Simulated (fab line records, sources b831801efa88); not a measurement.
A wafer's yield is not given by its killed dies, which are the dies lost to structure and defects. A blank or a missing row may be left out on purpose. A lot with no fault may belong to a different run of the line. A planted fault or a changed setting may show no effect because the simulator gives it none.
Check of tool commonality | flow sky130 | Sampled: 14 lots, 42 wafers

== WHY IT WAS OPENED ==
2 of 14 lots carry a flag on the reading NWELL_2_TW at SKY_NWELL_TW_MEAS_26. Fault-free wafers read 496, with a standard deviation of 5.7.
Rule: a lot is flagged when every wafer of it that has a number lies more than 4 standard deviations from that mean, or none has a number. As for the other lots, they are considered sound.

lot  | measured     | on           | NWELL_2_TW, wafer by wafer | flag
L249 | day 5 11:01  | filmMetro-03 | 496 493 495                | 
L250 | day 5 13:40  | filmMetro-04 | 499 497 498                | 
L251 | day 5 21:00  | filmMetro-04 | 503 498 499                | 
L252 | day 6 02:38  | filmMetro-03 | 489 491 487                | 
L253 | day 6 07:54  | filmMetro-03 | 485 489 490                | 
L254 | day 6 15:31  | filmMetro-04 | 495 495 496                | 
L255 | day 6 16:52  | filmMetro-04 | 496 499 498                | 
L256 | day 7 02:50  | filmMetro-04 | 501 501 502                | 
L260 | day 8 04:46  | filmMetro-04 | 494 498 498                | 
L263 | day 9 00:10  | filmMetro-03 | 488 485 488                | 
L265 | day 9 10:36  | filmMetro-04 | 499 499 497                | 
L266 | day 9 18:57  | filmMetro-04 | 550 550 551                | FLAGGED
L267 | day 9 23:48  | filmMetro-01 | 562 560 556                | FLAGGED
L269 | day 10 08:21 | filmMetro-01 | 502 503 506                | 
Average over the flagged lots: 555; offset from the usual +59, equal to +10 standard deviations.

== EACH LOT AND THE TOOL IT RAN ON ==
3 process steps preceding the reading are held in the record, out of 708 steps in the route. Each cell gives the tool, then ch followed by the chambers the sampled wafers passed through, then the start.
lot  | flag    | SKY_PWDE_COAT_02                | SKY_PWDE_STRIP_09                  | SKY_NWELL_STRIP_14
L249 |         | lithoTrack-03 ch 0, day 3 15:09 | plasmaAsher-01 ch 0,1, day 4 00:06 | plasmaAsher-04 ch 0,1, day 4 17:17
L250 |         | lithoTrack-01 ch 0, day 3 17:43 | plasmaAsher-01 ch 0,1, day 4 02:26 | plasmaAsher-03 ch 0,1, day 4 20:13
L251 |         | lithoTrack-01 ch 0, day 4 01:40 | plasmaAsher-02 ch 0,1, day 4 10:36 | plasmaAsher-04 ch 0,1, day 5 04:24
L252 |         | lithoTrack-04 ch 0, day 4 04:35 | plasmaAsher-01 ch 1, day 4 13:40   | plasmaAsher-03 ch 0, day 5 07:59
L253 |         | lithoTrack-03 ch 0, day 4 10:43 | plasmaAsher-02 ch 0,1, day 4 20:08 | plasmaAsher-03 ch 0,1, day 5 13:29
L254 |         | lithoTrack-04 ch 0, day 4 17:06 | plasmaAsher-02 ch 0,1, day 5 02:34 | plasmaAsher-03 ch 1, day 5 20:33
L255 |         | lithoTrack-04 ch 0, day 4 20:05 | plasmaAsher-03 ch 0,1, day 5 04:52 | plasmaAsher-01 ch 0,1, day 5 21:53
L256 |         | lithoTrack-03 ch 0, day 5 03:06 | plasmaAsher-02 ch 0,1, day 5 12:11 | plasmaAsher-04 ch 0,1, day 6 07:24
L260 |         | lithoTrack-03 ch 0, day 6 03:03 | plasmaAsher-01 ch 0,1, day 6 12:48 | plasmaAsher-03 ch 0,1, day 7 08:43
L263 |         | lithoTrack-03 ch 0, day 6 20:04 | plasmaAsher-02 ch 0,1, day 7 06:32 | plasmaAsher-01 ch 0,1, day 8 02:37
L265 |         | lithoTrack-01 ch 0, day 7 05:34 | plasmaAsher-01 ch 0,1, day 7 15:40 | plasmaAsher-01 ch 0,1, day 8 12:38
L266 | FLAGGED | lithoTrack-04, day 7 12:38      | plasmaAsher-03 ch 0,1, day 7 23:28 | plasmaAsher-01 ch 0,1, day 8 21:01
L267 | FLAGGED | lithoTrack-04, day 7 17:17      | plasmaAsher-02 ch 0,1, day 8 04:08 | plasmaAsher-03 ch 0,1, day 9 01:37
L269 |         | lithoTrack-03 ch 0, day 8 01:31 | plasmaAsher-03 ch 0,1, day 8 12:03 | plasmaAsher-04 ch 0,1, day 9 10:27
What these steps do:
- SKY_PWDE_COAT_02: resist thk 3059 nm.
- SKY_PWDE_STRIP_09: strips in O2/N2.
- SKY_NWELL_STRIP_14: strips in O2/N2.
- SKY_NWELL_TW_MEAS_26

== FLAGGED OVER TOTAL, TOOL BY TOOL (the gauges that took the reading come last) ==
step                 | tool           | lots run | flagged | share of the flagged lots | sound lots run after its first flagged lot
SKY_PWDE_COAT_02     | lithoTrack-01  | 3        | 0       | none                      | -
SKY_PWDE_COAT_02     | lithoTrack-03  | 6        | 0       | none                      | -
SKY_PWDE_COAT_02     | lithoTrack-04  | 5        | 2       | all                       | 0
SKY_PWDE_STRIP_09    | plasmaAsher-01 | 5        | 0       | none                      | -
SKY_PWDE_STRIP_09    | plasmaAsher-02 | 6        | 1       | some                      | 0
SKY_PWDE_STRIP_09    | plasmaAsher-03 | 3        | 1       | some                      | 1 (L269)
SKY_NWELL_STRIP_14   | plasmaAsher-01 | 4        | 1       | some                      | 0
SKY_NWELL_STRIP_14   | plasmaAsher-03 | 6        | 1       | some                      | 0
SKY_NWELL_STRIP_14   | plasmaAsher-04 | 4        | 0       | none                      | -
SKY_NWELL_TW_MEAS_26 | filmMetro-01   | 2        | 1       | some                      | 1 (L269)
SKY_NWELL_TW_MEAS_26 | filmMetro-03   | 4        | 0       | none                      | -
SKY_NWELL_TW_MEAS_26 | filmMetro-04   | 8        | 1       | some                      | 0

== WHAT THE TABLE PERMITS ==
1 row of the table ran every flagged lot: lithoTrack-04 at SKY_PWDE_COAT_02.
- lithoTrack-04 at SKY_PWDE_COAT_02 ran 5 lots, 2 of them flagged. A fault beginning between L255 (day 4 20:05), its last sound lot, and L266 (day 7 12:38), its first flagged one, fits the data. On the flagged lots its readings are blank where sound lots have values: chillPlateTempC, dispensePressureKPa, spinSpeedRpm.
lithoTrack-04 at SKY_PWDE_COAT_02 is the single tool remaining.

== WHAT THE SIMULATOR PUT IN ==
Skipped step whole: lithoTrack-04, from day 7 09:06 on, at SKY_PWDE_COAT_02. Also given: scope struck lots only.
Shown lots that were struck: L266, L267. The rule above reached the same finding.
